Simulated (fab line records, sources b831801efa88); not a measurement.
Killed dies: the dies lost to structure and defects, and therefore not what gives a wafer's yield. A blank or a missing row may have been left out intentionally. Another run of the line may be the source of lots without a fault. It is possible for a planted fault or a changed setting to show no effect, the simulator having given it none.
fab line records	flow sky130	part 1 of 2: steps 1 to 34 of 44
record lots=5	wafers=15	last_day=49
route steps=708 shown VT_ADJUST_HVTR@131 VT_ADJUST_PCH@143 SONOS_TUNNEL@154 SONOS_ONO@168
lots that met no fault: taken from a fault-free run of the same line
start_h: the number of hours between the record's first day and the start of the first shown wafer of the lot	wait_h: hours elapsed since this lot's preceding step	" unchanged from the row above	L1.1+2: several wafers, shown together as one row	- no value, or no start given	* or withheld: withheld	< > ~ a bound
route shown NAME@n: names a module that has steps shown in the file, with the first one's number in the route	usual: the fault-free wafers' mean and standard deviation	same: alike in all rows	chamber/n: place in a boat	sites: each site's reading	_std_site: the standard deviation of these	_edge_site: outer sites' mean less inner sites'	radius_mm: for every site, how far away it sits from the centre of the wafer	mask NAME#n: copy n	behind: the last tool/chamber to shape the wafer	hold: reason for holding the lot/hours on hold/outcome of the hold	device: whichever transistor did not switch (one of n, p or np)	end of line: the tests these same wafers got at the end of their route	where a step has no rows: the recipe by itself	killed: at the first sort, the dies lost to defects and structure; wafer yield is something else	map: dies across one wafer; x = killed, . = not, _ = none there
set.NAME: the setting as run; set.NAME@STEP: as run at that earlier step	model.NAME: the simulator's own value behind a step, which no gauge read
lots seen at some steps along the route; tables by step, rows by wafer
services: from which hour (start_h, from the record's first day; less than 0 if before it) a tool's chamber was out of use, for how many hours, and why
## steps
# step SKY_VT_ADJUST_HVTR_DEHYDRATE_00
# recipe temp_c=200	time_s=60
lot.wafer	tool	chamber	start_h	wait_h
L076.1+4+6	litho_track-04	0	213.42	9.7
L082.1+3+4	litho_track-04	0	252.12	10.7
L089.1+2+3	litho_track-01	0	314.68	12.3
L091.1+2+5	litho_track-01	0	318.13	12.1
L090.3+4+6	litho_track-01	0	318.78	11.9
# step SKY_VT_ADJUST_HVTR_HMDS_01
# recipe prime_time_s=60	prime_temp_c=120
lot.wafer	tool	chamber	start_h	wait_h
L076.1+4+6	litho_track-04	0	213.57	0.1
L082.1+3+4	litho_track-04	0	252.27	0.1
L089.1+2+3	litho_track-01	0	314.83	0.1
L091.1+2+5	litho_track-01	0	318.28	0.1
L090.3+4+6	litho_track-01	0	318.93	0.1
# step SKY_VT_ADJUST_HVTR_COAT_02
# recipe resist=NOVOLAK	spin_rpm=3000	resist_thk_nm=1133
lot.wafer	tool	chamber	start_h	wait_h
L076.1+4+6	litho_track-04	0	213.72	0.1
L082.1+3+4	litho_track-04	0	252.42	0.1
L089.1+2+3	litho_track-01	0	314.98	0.1
L091.1+2+5	litho_track-01	0	318.43	0.1
L090.3+4+6	litho_track-01	0	319.08	0.1
# step SKY_VT_ADJUST_HVTR_SOFTBAKE_03
# recipe temp_c=90	time_s=60	resist=NOVOLAK
lot.wafer	tool	chamber	start_h	wait_h
L076.1+4+6	litho_track-04	0	213.87	0.1
L082.1+3+4	litho_track-04	0	252.57	0.1
L089.1+2+3	litho_track-01	0	315.13	0.1
L091.1+2+5	litho_track-01	0	318.58	0.1
L090.3+4+6	litho_track-01	0	319.23	0.1
# step SKY_VT_ADJUST_HVTR_EXPOSE_04
# recipe mask_id=HVTRM	target_cd_nm=380	na=0.6	source_shape=conventional	sigma_outer=0.6	dose_mj=150
# usual focus_offset_nm=-0.1/0.52
lot.wafer	tool	chamber	start_h	wait_h	mask	focus_offset_nm
L076.1	iline_stepper-02	0	-	-	HVTRM#0	-0.5
L076.4	"	0	"	"	HVTRM#0	0.0
L076.6	"	0	"	"	HVTRM#0	-0.2
L082.1	iline_stepper-01	0	-	-	HVTRM#0	-0.9
L082.3	"	0	"	"	HVTRM#0	0.0
L082.4	"	0	"	"	HVTRM#0	0.4
L089.1	iline_stepper-02	0	-	-	HVTRM#0	-0.1
L089.2	"	0	"	"	HVTRM#0	0.9
L089.3	"	0	"	"	HVTRM#0	-0.5
L091.1	iline_stepper-01	0	-	-	HVTRM#0	0.2
L091.2	"	0	"	"	HVTRM#0	0.6
L091.5	"	0	"	"	HVTRM#0	0.4
L090.3	iline_stepper-01	0	-	-	HVTRM#0	-0.7
L090.4	"	0	"	"	HVTRM#0	-0.4
L090.6	"	0	"	"	HVTRM#0	-0.3
# step SKY_VT_ADJUST_HVTR_PEB_05
# recipe temp_c=withheld	time_s=*	resist=NOVOLAK
lot.wafer	tool	chamber	start_h	wait_h
L076.1+4+6	litho_track-02	0	-	-
L082.1+3+4	litho_track-01	0	-	-
L089.1+2+3	litho_track-02	0	-	-
L091.1+2+5	litho_track-02	0	-	-
L090.3+4+6	litho_track-02	0	-	-
# step SKY_VT_ADJUST_HVTR_DEVELOP_06
# recipe develop_time_s=60	dev_temp_c=23
lot.wafer	tool	chamber	start_h	wait_h
L076.1+4+6	litho_track-02	0	225.76	0.1
L082.1+3+4	litho_track-01	0	264.33	0.1
L089.1+2+3	litho_track-02	0	328.06	0.1
L091.1+2+5	litho_track-02	0	331.26	0.1
L090.3+4+6	litho_track-02	0	331.61	0.1
# step SKY_VT_ADJUST_HVTR_CD_MEAS_07
# recipe target_cd_nm=380
# usual cd_nm=380.0/2.9
lot.wafer	tool	chamber	start_h	wait_h	cd_nm
L076.1	cd_sem-01	-	225.97	0.2	378.6
L076.4	"	-	"	"	378.0
L076.6	"	-	"	"	376.7
L082.1	cd_sem-01	-	264.48	0.1	381.4
L082.3	"	-	"	"	381.3
L082.4	"	-	"	"	380.3
L089.1	cd_sem-02	-	328.21	0.1	377.7
L089.2	"	-	"	"	378.7
L089.3	"	-	"	"	377.3
L091.1	cd_sem-01	-	331.41	0.1	380.4
L091.2	"	-	"	"	377.1
L091.5	"	-	"	"	381.5
L090.3	cd_sem-02	-	331.75	0.1	378.6
L090.4	"	-	"	"	377.9
L090.6	"	-	"	"	378.8
# step SKY_VT_ADJUST_HVTR_OVL_MEAS_08
# usual VT_ADJUST_HVTR_OVL=0.6/1.3
lot.wafer	tool	chamber	start_h	wait_h	VT_ADJUST_HVTR_OVL[nm]
L076.1	overlay-01	-	226.09	0.1	-1.9
L076.4	"	-	"	"	0.0
L076.6	"	-	"	"	1.3
L082.1	overlay-02	-	264.60	0.1	0.5
L082.3	"	-	"	"	0.5
L082.4	"	-	"	"	1.3
L089.1	overlay-01	-	328.33	0.1	0.3
L089.2	"	-	"	"	1.0
L089.3	"	-	"	"	-0.5
L091.1	overlay-01	-	331.53	0.1	1.9
L091.2	"	-	"	"	0.9
L091.5	"	-	"	"	0.2
L090.3	overlay-01	-	331.84	0.1	-0.7
L090.4	"	-	"	"	-0.1
L090.6	"	-	"	"	0.6
# step SKY_VT_ADJUST_HVTR_IMPLANT_09
# recipe species=B	energy_kev=10	dose_cm2=2.1e+12	tilt_deg=withheld
lot.wafer	tool	chamber	start_h	wait_h
L076.1+4+6	implanter-03	0	226.13	0.0
L082.1+3+4	implanter-04	0	264.64	0.0
L089.1+2+3	implanter-04	0	328.37	0.0
L091.1+2+5	implanter-04	0	331.57	0.0
L090.3+4+6	implanter-02	0	331.92	0.1
# step SKY_VT_ADJUST_HVTR_STRIP_10
# recipe chemistry=O2/N2	power_w=1400	pressure_mtorr=1500	platen_temp_c=withheld	o2_flow_sccm=3000	n2_flow_sccm=300	overash_fraction=0.5
# usual drypump_motor_current_A=5.62/0.24	oes_product_au=0.716/0.0046	strip_time_to_endpoint_s=14.11/0.048
lot.wafer	tool	chamber	start_h	wait_h	drypump_motor_current_A	oes_product_au	rf_hours_counter_h	strip_time_to_endpoint_s
L076.1	plasma_asher-04	1	226.28	0.1	5.98	0.709	58	14.08
L076.4	"	0	"	"	5.66	0.718	-	14.11
L076.6	"	1	"	"	5.96	0.715	-	14.07
L082.1	plasma_asher-04	0	264.79	0.1	5.68	0.722	62	14.17
L082.3	"	0	"	"	5.67	0.709	-	14.20
L082.4	"	1	"	"	5.95	0.712	-	14.15
L089.1	plasma_asher-02	0	328.52	0.1	5.74	0.712	61	14.08
L089.2	"	1	"	"	5.18	0.715	61	14.07
L089.3	"	1	"	"	5.23	0.711	-	14.05
L091.1	plasma_asher-02	0	331.87	0.2	5.78	0.714	61	14.09
L091.2	"	1	"	"	5.25	0.717	61	14.09
L091.5	"	0	"	"	5.77	0.713	-	14.03
L090.3	plasma_asher-04	1	332.05	0.1	5.92	0.714	-	14.08
L090.4	"	0	"	"	5.65	0.719	-	14.06
L090.6	"	0	"	"	5.65	0.729	-	14.08
# step SKY_VT_ADJUST_HVTR_TW_MEAS_11
# usual VT_ADJUST_HVTR_TW=210.6/2
lot.wafer	tool	chamber	start_h	wait_h	VT_ADJUST_HVTR_TW
L076.1	film_metro-02	-	226.38	0.1	210.2
L076.4	"	-	"	"	209.7
L076.6	"	-	"	"	209.6
L082.1	film_metro-02	-	264.89	0.1	208.2
L082.3	"	-	"	"	209.0
L082.4	"	-	"	"	209.2
L089.1	film_metro-03	-	328.62	0.1	212.5
L089.2	"	-	"	"	210.3
L089.3	"	-	"	"	211.5
L091.1	film_metro-02	-	331.97	0.1	206.6
L091.2	"	-	"	"	206.9
L091.5	"	-	"	"	208.1
L090.3	film_metro-01	-	332.14	0.1	212.5
L090.4	"	-	"	"	212.2
L090.6	"	-	"	"	212.5
# step SKY_VT_ADJUST_PCH_DEHYDRATE_00
# recipe temp_c=200	time_s=60
lot.wafer	tool	chamber	start_h	wait_h
L076.1+4+6	litho_track-03	0	237.03	10.6
L082.1+3+4	litho_track-01	0	277.08	12.2
L089.1+2+3	litho_track-02	0	340.76	12.1
L091.1+2+5	litho_track-03	0	344.83	12.9
L090.3+4+6	litho_track-02	0	344.91	12.8
# step SKY_VT_ADJUST_PCH_HMDS_01
# recipe prime_time_s=60	prime_temp_c=120
lot.wafer	tool	chamber	start_h	wait_h
L076.1+4+6	litho_track-03	0	237.18	0.1
L082.1+3+4	litho_track-01	0	277.23	0.1
L089.1+2+3	litho_track-02	0	340.91	0.1
L091.1+2+5	litho_track-03	0	344.98	0.1
L090.3+4+6	litho_track-02	0	345.06	0.1
# step SKY_VT_ADJUST_PCH_COAT_02
# recipe spin_rpm=2000	resist_thk_nm=3000
lot.wafer	tool	chamber	start_h	wait_h
L076.1+4+6	litho_track-03	0	237.33	0.1
L082.1+3+4	litho_track-01	0	277.38	0.1
L089.1+2+3	litho_track-02	0	341.06	0.1
L091.1+2+5	litho_track-03	0	345.13	0.1
L090.3+4+6	litho_track-02	0	345.21	0.1
# step SKY_VT_ADJUST_PCH_SOFTBAKE_03
# recipe temp_c=110	time_s=withheld
lot.wafer	tool	chamber	start_h	wait_h
L076.1+4+6	litho_track-03	0	237.48	0.1
L082.1+3+4	litho_track-01	0	277.53	0.1
L089.1+2+3	litho_track-02	0	341.21	0.1
L091.1+2+5	litho_track-03	0	345.28	0.1
L090.3+4+6	litho_track-02	0	345.38	0.1
# step SKY_VT_ADJUST_PCH_EXPOSE_04
# recipe mask_id=NWM	na=0.6	source_shape=conventional	sigma_outer=0.6	polarization=unpolarized	target_cd_nm=840	dose_mj=255
# usual focus_offset_nm=-0.1/0.53
lot.wafer	tool	chamber	start_h	wait_h	mask	focus_offset_nm
L076.1	iline_stepper-02	0	-	-	NWM#0	-0.1
L076.4	"	0	"	"	NWM#0	-0.4
L076.6	"	0	"	"	NWM#0	0.5
L082.1	iline_stepper-02	0	-	-	NWM#0	0.4
L082.3	"	0	"	"	NWM#0	0.1
L082.4	"	0	"	"	NWM#0	-0.6
L089.1	iline_stepper-01	0	-	-	NWM#0	0.4
L089.2	"	0	"	"	NWM#0	0.2
L089.3	"	0	"	"	NWM#0	0.4
L091.1	iline_stepper-01	0	-	-	NWM#0	0.5
L091.2	"	0	"	"	NWM#0	0.3
L091.5	"	0	"	"	NWM#0	0.2
L090.3	iline_stepper-01	0	-	-	NWM#0	-0.4
L090.4	"	0	"	"	NWM#0	-0.4
L090.6	"	0	"	"	NWM#0	-0.9
# step SKY_VT_ADJUST_PCH_PEB_05
# recipe temp_c=115	time_s=withheld
lot.wafer	tool	chamber	start_h	wait_h
L076.1+4+6	litho_track-03	0	-	-
L082.1+3+4	litho_track-02	0	-	-
L089.1+2+3	litho_track-02	0	-	-
L091.1+2+5	litho_track-03	0	-	-
L090.3+4+6	litho_track-02	0	-	-
# step SKY_VT_ADJUST_PCH_DEVELOP_06
# recipe wall_angle_deg=90	developer=TMAH	develop_time_s=60	dev_temp_c=23
lot.wafer	tool	chamber	start_h	wait_h
L076.1+4+6	litho_track-03	0	-	-
L082.1+3+4	litho_track-02	0	-	-
L089.1+2+3	litho_track-02	0	-	-
L091.1+2+5	litho_track-03	0	-	-
L090.3+4+6	litho_track-02	0	-	-
# step SKY_VT_ADJUST_PCH_OVL_MEAS_07
# usual VT_ADJUST_PCH_OVL=0.9/1.3
lot.wafer	tool	chamber	start_h	wait_h	VT_ADJUST_PCH_OVL[nm]
L076.1	overlay-02	-	249.03	-	1.8
L076.4	"	-	"	"	2.9
L076.6	"	-	"	"	2.5
L082.1	overlay-01	-	289.71	-	-1.5
L082.3	"	-	"	"	-0.4
L082.4	"	-	"	"	0.3
L089.1	overlay-01	-	354.76	-	0.9
L089.2	"	-	"	"	-0.4
L089.3	"	-	"	"	-0.4
L091.1	overlay-02	-	358.93	-	3.3
L091.2	"	-	"	"	-0.3
L091.5	"	-	"	"	1.1
L090.3	overlay-01	-	358.97	-	0.7
L090.4	"	-	"	"	1.6
L090.6	"	-	"	"	-1.6
# step SKY_VT_ADJUST_PCH_IMPLANT_08
# recipe species=B	energy_kev=10	dose_cm2=5e+11	tilt_deg=withheld
lot.wafer	tool	chamber	start_h	wait_h
L076.1+4+6	implanter-01	0	249.07	0.0
L082.1+3+4	implanter-02	0	289.75	0.0
L089.1+2+3	implanter-02	0	354.80	0.0
L091.1+2+5	implanter-01	0	358.97	0.0
L090.3+4+6	implanter-02	0	359.05	0.1
# step SKY_VT_ADJUST_PCH_STRIP_09
# recipe chemistry=O2/N2	power_w=1400	pressure_mtorr=1500	platen_temp_c=withheld	o2_flow_sccm=3000	n2_flow_sccm=300	overash_fraction=0.5
# usual drypump_motor_current_A=5.60/0.27	oes_product_au=0.722/0.0044	strip_time_to_endpoint_s=36.89/0.099
lot.wafer	tool	chamber	start_h	wait_h	drypump_motor_current_A	oes_product_au	rf_hours_counter_h	strip_time_to_endpoint_s
L076.1	plasma_asher-03	0	249.22	0.1	5.28	0.722	41	37.00
L076.4	"	0	"	"	5.28	0.727	-	36.98
L076.6	"	1	"	"	5.76	0.723	-	36.87
L082.1	plasma_asher-02	1	289.90	0.1	5.26	0.724	57	36.71
L082.3	"	0	"	"	5.78	0.731	-	36.73
L082.4	"	1	"	"	5.24	0.732	-	36.79
L089.1	plasma_asher-04	1	354.95	0.1	5.95	0.731	71	36.86
L089.2	"	0	"	"	5.67	0.717	71	36.94
L089.3	"	0	"	"	5.63	0.720	-	36.99
L091.1	plasma_asher-03	0	359.12	0.1	5.25	0.728	52	36.92
L091.2	"	1	"	"	5.77	0.720	52	36.97
L091.5	"	1	"	"	5.81	0.730	-	37.01
L090.3	plasma_asher-02	0	359.18	0.1	5.77	0.720	-	36.89
L090.4	"	1	"	"	5.24	0.719	-	36.91
L090.6	"	0	"	"	5.75	0.723	-	36.83
# step SKY_VT_ADJUST_PCH_TW_MEAS_10
# usual VT_ADJUST_PCH_TW=142.6/1.3
lot.wafer	tool	chamber	start_h	wait_h	VT_ADJUST_PCH_TW
L076.1	film_metro-03	-	249.32	0.1	143.1
L076.4	"	-	"	"	143.3
L076.6	"	-	"	"	143.7
L082.1	film_metro-01	-	290.00	0.1	143.7
L082.3	"	-	"	"	144.6
L082.4	"	-	"	"	143.9
L089.1	film_metro-04	-	355.12	0.1	141.6
L089.2	"	-	"	"	141.7
L089.3	"	-	"	"	141.5
L091.1	film_metro-01	-	359.22	0.1	144.0
L091.2	"	-	"	"	144.0
L091.5	"	-	"	"	144.3
L090.3	film_metro-04	-	359.27	0.1	141.3
L090.4	"	-	"	"	141.4
L090.6	"	-	"	"	140.8
# step SKY_SONOS_TUNNEL_DEHYDRATE_00
# recipe temp_c=200	time_s=60
lot.wafer	tool	chamber	start_h	wait_h
L076.1+4+6	litho_track-03	0	260.28	11.0
L082.1+3+4	litho_track-03	0	302.33	12.3
L089.1+2+3	litho_track-02	0	367.86	12.7
L091.1+2+5	litho_track-03	0	372.13	12.9
L090.3+4+6	litho_track-04	0	372.72	13.4
# step SKY_SONOS_TUNNEL_HMDS_01
# recipe prime_time_s=60	prime_temp_c=120
lot.wafer	tool	chamber	start_h	wait_h
L076.1+4+6	litho_track-03	0	260.43	0.1
L082.1+3+4	litho_track-03	0	302.48	0.1
L089.1+2+3	litho_track-02	0	368.01	0.1
L091.1+2+5	litho_track-03	0	372.28	0.1
L090.3+4+6	litho_track-04	0	372.87	0.1
# step SKY_SONOS_TUNNEL_COAT_02
# recipe resist=NOVOLAK	spin_rpm=3000	resist_thk_nm=1140
lot.wafer	tool	chamber	start_h	wait_h
L076.1+4+6	litho_track-03	0	260.58	0.1
L082.1+3+4	litho_track-03	0	302.63	0.1
L089.1+2+3	litho_track-02	0	368.16	0.1
L091.1+2+5	litho_track-03	0	372.43	0.1
L090.3+4+6	litho_track-04	0	373.02	0.1
# step SKY_SONOS_TUNNEL_SOFTBAKE_03
# recipe temp_c=90	time_s=60	resist=NOVOLAK
lot.wafer	tool	chamber	start_h	wait_h
L076.1+4+6	litho_track-03	0	260.73	0.1
L082.1+3+4	litho_track-03	0	302.78	0.1
L089.1+2+3	litho_track-02	0	368.31	0.1
L091.1+2+5	litho_track-03	0	372.58	0.1
L090.3+4+6	litho_track-04	0	373.17	0.1
# step SKY_SONOS_TUNNEL_EXPOSE_04
# recipe mask_id=TUNM	na=0.6	source_shape=conventional	sigma_outer=0.6	polarization=unpolarized	target_cd_nm=410	dose_mj=136
# usual focus_offset_nm=0.0/0.58
lot.wafer	tool	chamber	start_h	wait_h	mask	focus_offset_nm
L076.1	iline_stepper-02	0	-	-	TUNM#0	-0.8
L076.4	"	0	"	"	TUNM#0	-0.2
L076.6	"	0	"	"	TUNM#0	-0.7
L082.1	iline_stepper-02	0	-	-	TUNM#0	-0.7
L082.3	"	0	"	"	TUNM#0	0.1
L082.4	"	0	"	"	TUNM#0	-0.1
L089.1	iline_stepper-02	0	-	-	TUNM#0	0.6
L089.2	"	0	"	"	TUNM#0	-0.1
L089.3	"	0	"	"	TUNM#0	-0.5
L091.1	iline_stepper-01	0	-	-	TUNM#0	-0.4
L091.2	"	0	"	"	TUNM#0	0.1
L091.5	"	0	"	"	TUNM#0	0.5
L090.3	iline_stepper-01	0	-	-	TUNM#0	0.9
L090.4	"	0	"	"	TUNM#0	-1.0
L090.6	"	0	"	"	TUNM#0	0.5
# step SKY_SONOS_TUNNEL_PEB_05
# recipe temp_c=withheld	time_s=*	resist=NOVOLAK
lot.wafer	tool	chamber	start_h	wait_h
L076.1+4+6	litho_track-04	0	-	-
L082.1+3+4	litho_track-04	0	-	-
L089.1+2+3	litho_track-03	0	-	-
L091.1+2+5	litho_track-02	0	-	-
L090.3+4+6	litho_track-03	0	-	-
# step SKY_SONOS_TUNNEL_DEVELOP_06
# recipe resist=NOVOLAK	developer=TMAH	develop_time_s=60	dev_temp_c=23.47
lot.wafer	tool	chamber	start_h	wait_h
L076.1+4+6	litho_track-04	0	272.87	0.1
L082.1+3+4	litho_track-04	0	315.97	0.1
L089.1+2+3	litho_track-03	0	382.73	0.1
L091.1+2+5	litho_track-02	0	387.61	0.1
L090.3+4+6	litho_track-03	0	387.68	0.1
# step SKY_SONOS_TUNNEL_CD_MEAS_07
# recipe target_cd_nm=410
# usual cd_nm=409.2/2.2
lot.wafer	tool	chamber	start_h	wait_h	cd_nm
L076.1	cd_sem-01	-	273.02	0.1	405.1
L076.4	"	-	"	"	404.7
L076.6	"	-	"	"	404.7
L082.1	cd_sem-02	-	316.15	0.2	405.6
L082.3	"	-	"	"	407.0
L082.4	"	-	"	"	407.1
L089.1	cd_sem-02	-	382.88	0.1	410.8
L089.2	"	-	"	"	410.3
L089.3	"	-	"	"	412.8
L091.1	cd_sem-02	-	387.76	0.1	413.9
L091.2	"	-	"	"	412.3
L091.5	"	-	"	"	411.7
L090.3	cd_sem-02	-	387.92	0.2	407.2
L090.4	"	-	"	"	407.7
L090.6	"	-	"	"	410.2
# step SKY_SONOS_TUNNEL_OVL_MEAS_08
# usual SONOS_TUNNEL_OVL=0.1/1.4
lot.wafer	tool	chamber	start_h	wait_h	SONOS_TUNNEL_OVL[nm]
L076.1	overlay-02	-	273.14	0.1	2.0
L076.4	"	-	"	"	1.2
L076.6	"	-	"	"	0.9
L082.1	overlay-01	-	316.27	0.1	-0.4
L082.3	"	-	"	"	-2.1
L082.4	"	-	"	"	-3.0
L089.1	overlay-01	-	383.00	0.1	-0.9
L089.2	"	-	"	"	-0.7
L089.3	"	-	"	"	-0.3
L091.1	overlay-01	-	387.88	0.1	-1.8
L091.2	"	-	"	"	-0.5
L091.5	"	-	"	"	-1.0
L090.3	overlay-02	-	388.01	0.1	1.9
L090.4	"	-	"	"	0.5
L090.6	"	-	"	"	1.5
# step SKY_SONOS_TUNNEL_IMPLANT_09
# recipe species=B	energy_kev=20	dose_cm2=1e+12	tilt_deg=withheld
lot.wafer	tool	chamber	start_h	wait_h
L076.1+4+6	implanter-01	0	273.17	0.0
L082.1+3+4	implanter-03	0	316.31	0.0
L089.1+2+3	implanter-03	0	383.04	0.0
L091.1+2+5	implanter-03	0	387.95	0.1
L090.3+4+6	implanter-02	0	388.09	0.1
# step SKY_SONOS_TUNNEL_WET_ETCH_10
# recipe chemistry=dHF	target_depth_nm=14	target=SiO2	dilution=100:1	temp_c=25	time_s=280
# usual bath_heat_duty_pct=6.4/0.75
lot.wafer	tool	chamber	start_h	wait_h	bath_heat_duty_pct
L076.1	wet_bench-04	0	273.32	0.1	6.8
L076.4	"	0	"	"	8.1
L076.6	"	0	"	"	6.8
L082.1	wet_bench-02	0	316.46	0.1	7.6
L082.3	"	0	"	"	7.2
L082.4	"	0	"	"	7.7
L089.1	wet_bench-02	2	383.19	0.1	4.9
L089.2	"	2	"	"	6.3
L089.3	"	2	"	"	5.8
L091.1	wet_bench-01	3	388.10	0.1	5.0
L091.2	"	3	"	"	5.7
L091.5	"	3	"	"	6.1
L090.3	wet_bench-01	1	388.22	0.1	6.9
L090.4	"	1	"	"	6.6
L090.6	"	1	"	"	7.2
